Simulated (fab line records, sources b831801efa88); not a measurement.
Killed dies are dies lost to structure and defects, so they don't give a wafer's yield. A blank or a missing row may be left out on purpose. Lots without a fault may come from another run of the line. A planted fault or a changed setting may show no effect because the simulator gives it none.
Which tool did it? | flow sky130 | 11 lots, 33 wafers sampled, at 5 steps of a route of 708

WHAT THE GAUGES READ, wafer by wafer
SKY_CAPM_THK_MEAS_04: measures by xrf.
lot  | measured     | on            | CAPM_TIN_THK (nm)
L842 | day 36 00:43 | film_metro-01 | 199.8 200.5 198.9
L844 | day 36 17:00 | film_metro-01 | 197.6 198.2 197.1
L846 | day 37 07:01 | film_metro-01 | 196.7 197.8 196.7
L848 | day 39 02:12 | film_metro-01 | 196.0 195.4 195.0
L854 | day 40 00:07 | film_metro-02 | 194.2 195.5 194.0
L853 | day 40 06:37 | film_metro-01 | 196.8 197.3 195.9
L855 | day 40 07:17 | film_metro-01 | 198.6 196.0 197.6
L857 | day 41 19:34 | film_metro-03 | 194.9 194.6 194.0
L860 | day 42 10:11 | film_metro-02 | 197.2 195.9 194.9
L862 | day 42 21:34 | film_metro-01 | 196.6 195.7 195.2
L865 | day 44 01:45 | film_metro-01 | 193.5 192.2 195.5

SKY_VIA3_THK_MEAS_01.
lot  | measured     | on            | VIA3_HDPCVD_THK (nm)
L842 | day 38 05:34 | film_metro-02 | 1689 1659 1667
L844 | day 38 21:39 | film_metro-02 | 1644 1630 1647
L846 | day 39 10:23 | film_metro-03 | 1637 1646 1647
L848 | day 41 05:19 | film_metro-02 | 1639 1652 1648
L854 | day 42 02:01 | film_metro-03 | 2786 2804 2819
L853 | day 42 07:50 | film_metro-04 | 2799 2805 2780
L855 | day 42 08:38 | film_metro-04 | 1659 1670 1650
L857 | day 43 15:59 | film_metro-02 | 1641 1649 1636
L860 | day 44 08:04 | film_metro-03 | 1645 1646 1654
L862 | day 44 18:58 | film_metro-04 | 1644 1640 1635
L865 | day 45 21:50 | film_metro-04 | 1633 1636 1661

WHICH TOOL RAN EACH LOT (tool, then ch and the chambers of the sampled wafers, then the start)
lot  | SKY_METAL3_ETCH_16                | SKY_METAL3_STRIP_19                  | SKY_VIA3_HDPCVD_00
L842 | rie_metal-03 ch 0,1, day 38 04:29 | plasma_asher-03 ch 0,1, day 38 04:47 | hdpcvd-02 ch 0,1, day 38 05:23
L844 | rie_metal-04 ch 0,1, day 38 20:34 | plasma_asher-03 ch 0,1, day 38 20:53 | hdpcvd-01 ch 0,2, day 38 21:29
L846 | rie_metal-03 ch 0,1, day 39 09:20 | plasma_asher-01 ch 0,1, day 39 09:38 | hdpcvd-02 ch 0,1,2, day 39 10:13
L848 | rie_metal-04 ch 0,1, day 41 03:46 | plasma_asher-04 ch 0,1, day 41 04:04 | hdpcvd-01 ch 0,1, day 41 05:08
L854 | rie_metal-03 ch 0,1, day 42 00:57 | plasma_asher-01 ch 0,1, day 42 01:14 | hdpcvd-02 ch 1,2, day 42 01:50
L853 | rie_metal-02 ch 0,1, day 42 06:45 | plasma_asher-03 ch 0,1, day 42 07:02 | hdpcvd-02 ch 0,1,2, day 42 07:41
L855 | rie_metal-03 ch 0,1, day 42 07:33 | plasma_asher-03 ch 0,1, day 42 07:50 | hdpcvd-01 ch 0,2, day 42 08:28
L857 | rie_metal-03 ch 0,1, day 43 14:55 | plasma_asher-03 ch 0,1, day 43 15:13 | hdpcvd-01 ch 1,2, day 43 15:49
L860 | rie_metal-04 ch 0,1, day 44 07:01 | plasma_asher-04 ch 0,1, day 44 07:19 | hdpcvd-01 ch 1,2, day 44 07:52
L862 | rie_metal-04 ch 0, day 44 17:55   | plasma_asher-01 ch 0,1, day 44 18:13 | hdpcvd-01 ch 0,1, day 44 18:48
L865 | rie_metal-04 ch 0,1, day 45 20:47 | plasma_asher-04 ch 0,1, day 45 21:05 | hdpcvd-01 ch 0,1,2, day 45 21:40
- SKY_METAL3_ETCH_16: etches BARC in N2/H2, stops on SiO2, time 88.2 s, target depth 60 nm.
- SKY_METAL3_STRIP_19: strips in O2/N2.
- SKY_VIA3_HDPCVD_00: deposits SiO2, target thk 1635 nm, time 272.5 s.

WHAT THE TOOLS THEMSELVES READ (means of the sampled wafers that have a number; where no wafer has one, the mark that the record gives instead)
SKY_METAL3_ETCH_16.
lot  | tool         | chamber_pressure_mTorr (mTorr) | drypump_motor_current_A (A) | he_backside_leak_sccm (sccm) | oes_product_au (a.u.) | rf_fwd_power_W (W) | throttle_valve_pct (%)
L842 | rie_metal-03 | 29.998                         | 6.0                         | 3.32                         | 0.629                 | 497.9              | 13.212
L844 | rie_metal-04 | 29.985                         | 5.9                         | 3.42                         | 0.627                 | 496.1              | 13.197
L846 | rie_metal-03 | 30.033                         | 5.7                         | 3.27                         | 0.629                 | 496.7              | 13.209
L848 | rie_metal-04 | 29.999                         | 5.8                         | 3.41                         | 0.632                 | 497.1              | 13.204
L854 | rie_metal-03 | 29.992                         | 6.0                         | 3.31                         | 0.626                 | 497.0              | 13.204
L853 | rie_metal-02 | 29.983                         | 5.0                         | 3.31                         | 0.625                 | 497.1              | 13.207
L855 | rie_metal-03 | 29.982                         | 6.0                         | 3.28                         | 0.620                 | 499.2              | 13.214
L857 | rie_metal-03 | 29.998                         | 6.0                         | 3.33                         | 0.625                 | 498.2              | 13.207
L860 | rie_metal-04 | 30.010                         | 5.9                         | 3.56                         | 0.624                 | 496.3              | 13.199
L862 | rie_metal-04 | 30.003                         | 5.7                         | 3.25                         | 0.626                 | 495.2              | 13.206
L865 | rie_metal-04 | 30.006                         | 5.8                         | 3.33                         | 0.629                 | 494.4              | 13.202

SKY_METAL3_STRIP_19.
lot  | tool            | chamber_pressure_mTorr (mTorr) | drypump_motor_current_A (A) | oes_product_au (a.u.) | strip_time_to_endpoint_s (s)
L842 | plasma_asher-03 | 1498.9                         | 5.45                        | 0.498                 | 6.56
L844 | plasma_asher-03 | 1500.1                         | 5.43                        | 0.502                 | 6.56
L846 | plasma_asher-01 | 1499.9                         | 5.77                        | 0.499                 | 6.43
L848 | plasma_asher-04 | 1499.9                         | 5.82                        | 0.496                 | 6.48
L854 | plasma_asher-01 | 1498.3                         | 5.75                        | 0.502                 | 6.56
L853 | plasma_asher-03 | 1499.5                         | 5.42                        | 0.501                 | 6.56
L855 | plasma_asher-03 | 1501.7                         | 5.42                        | 0.506                 | 6.61
L857 | plasma_asher-03 | 1501.1                         | 5.45                        | 0.499                 | 6.48
L860 | plasma_asher-04 | 1502.3                         | 5.82                        | 0.499                 | 6.49
L862 | plasma_asher-01 | 1500.3                         | 5.74                        | 0.496                 | 6.42
L865 | plasma_asher-04 | 1501.1                         | 5.82                        | 0.500                 | 6.50

THE ANSWER, worked out from the rows above alone
Rule: what is usual is taken from the lots themselves. Put in order of their means at a reading, lots are off if they are a third of the lots or fewer, leave a main group of 4 or more, and stand apart from it by a gap of 3 or more times the standard deviation of the main group's means; of several such gaps the widest counts. A main group whose means are all the same, to the digits that the tables above print for the reading, isn't used. A lot without any number at a reading at which 4 lots or more have one is off too. The other lots that the step has rows for count as sound. The gauges are gone through in route order, then the tools' own readings, and for those a lot's mean is taken as printed above. The first step at which some lot is off is used, and at that step the reading that is off furthest; a lot without a number counts as furthest.
Off: L854, L853, at SKY_VIA3_THK_MEAS_01 (VIA3_HDPCVD_THK). The main group: mean 1648 nm, standard deviation 10.
A tool fits if, at a process step before that reading, it ran every lot that is off, and no sound lot after the first of them. The gauges at SKY_VIA3_THK_MEAS_01 are tried like those tools. One fits: hdpcvd-02 at SKY_VIA3_HDPCVD_00. Its last sound lot is L846 (day 39 10:13), its first lot that is off L854 (day 42 01:50): a fault that began between those two fits.

WHAT THE SIMULATOR HAD PUT IN
Process parameter drift: hdpcvd-02, from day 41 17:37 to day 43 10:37, at SKY_VIA3_HDPCVD_00. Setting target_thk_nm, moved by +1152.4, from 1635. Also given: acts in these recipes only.
Lots struck among those shown: L854, L853. The rule above found the same.
